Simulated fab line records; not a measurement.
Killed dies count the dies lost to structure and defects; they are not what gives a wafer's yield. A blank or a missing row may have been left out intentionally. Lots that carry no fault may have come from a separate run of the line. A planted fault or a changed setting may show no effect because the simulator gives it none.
Commonality check across tools	flow sky130	Lots sampled 14, wafers sampled 42

WHAT PROMPTED THE OPENING
SKY_SONOS_ONO_THK_MEAS_05, reading SONOS_ONO_CVD_04_THK: flagged on 3 of 14 lots. No-fault wafers: 5.72 nm, standard deviation 0.1.
Rule: a lot gets a flag if all its wafers with a number sit over 4 standard deviations from that mean, or if no wafer of it has a number. All remaining lots are regarded as sound.

lot	measured	on	SONOS_ONO_CVD_04_THK (nm), wafer by wafer	flag
L651	day 12 07:40	film metro-02	5.78 5.77 5.79	
L652	day 12 12:21	film metro-02	5.81 5.83 5.82	
L653	day 12 23:28	film metro-03	5.79 5.87 5.89	
L654	day 13 02:19	film metro-01	5.77 5.65 5.64	
L655	day 13 06:50	film metro-03	5.78 5.83 5.69	
L657	day 13 17:59	film metro-02	6.20 6.18 6.25	FLAGGED
L658	day 14 07:46	film metro-03	6.38 6.32 6.36	FLAGGED
L659	day 14 12:01	film metro-01	6.45 6.27 6.41	FLAGGED
L667	day 17 08:31	film metro-02	5.72 5.76 5.56	
L668	day 17 08:31	film metro-03	5.85 5.84 5.71	
L670	day 18 05:13	film metro-03	5.58 5.58 5.57	
L671	day 18 16:56	film metro-03	5.93 6.04 5.89	
L672	day 18 23:37	film metro-02	5.69 5.54 5.64	
L673	day 19 07:53	film metro-01	5.75 5.75 5.74	
On average the flagged lots' numbers are 6.31 nm, which is +0.59 nm against the usual, or +6 standard deviations.

EACH LOT AND THE TOOL IT RAN ON
The record keeps 1 process step preceding the reading, out of 708 steps on the route. In each cell: the tool, then ch and the chambers that the sampled wafers went through, then the start.
lot	flag	SKY_SONOS_ONO_CVD_04
L651		lpcvd-03 ch 1, day 12 06:25
L652		lpcvd-03 ch 0, day 12 11:05
L653		lpcvd-03 ch 1, day 12 22:13
L654		lpcvd-03 ch 0, day 13 01:03
L655		lpcvd-03 ch 0, day 13 05:35
L657	FLAGGED	lpcvd-03 ch 0, day 13 16:44
L658	FLAGGED	lpcvd-03 ch 1, day 14 06:31
L659	FLAGGED	lpcvd-03 ch 0, day 14 10:46
L667		lpcvd-03 ch 0, day 17 07:15
L668		lpcvd-03 ch 0, day 17 07:15
L670		lpcvd-03 ch 1, day 18 03:56
L671		lpcvd-03 ch 0, day 18 15:40
L672		lpcvd-03 ch 1, day 18 21:43
L673		lpcvd-03 ch 0, day 19 05:59
What is done by these steps:
- SKY_SONOS_ONO_CVD_04: deposits SiO2 from SiH4/N2O, target thk 5.7199 nm.
- SKY_SONOS_ONO_THK_MEAS_05

FLAGGED OVER TOTAL, TOOL BY TOOL (the gauges that took the reading come last)
step	tool	lots run	flagged	share of the flagged lots	sound lots run after its first flagged lot
SKY_SONOS_ONO_CVD_04	lpcvd-03	14	3	all	6 (L667,L668,L670,L671,L672,L673)
SKY_SONOS_ONO_THK_MEAS_05	film metro-01	3	1	some	1 (L673)
SKY_SONOS_ONO_THK_MEAS_05	film metro-02	5	1	some	2 (L667,L672)
SKY_SONOS_ONO_THK_MEAS_05	film metro-03	6	1	some	3 (L668,L670,L671)

WHAT THE TABLE ALLOWS
All flagged lots share 1 row of the table, namely lpcvd-03 at SKY_SONOS_ONO_CVD_04.
- lpcvd-03 at SKY_SONOS_ONO_CVD_04: 3 of its 14 lots flagged. Sound lots followed the first flagged one (L667, L668, L670, L671, L672, L673) on it, something a lasting fault affecting the whole tool could not allow.
Every row of the table either missed a flagged lot or ran a sound lot after the first.

WHAT THE SIMULATOR HAD INSERTED
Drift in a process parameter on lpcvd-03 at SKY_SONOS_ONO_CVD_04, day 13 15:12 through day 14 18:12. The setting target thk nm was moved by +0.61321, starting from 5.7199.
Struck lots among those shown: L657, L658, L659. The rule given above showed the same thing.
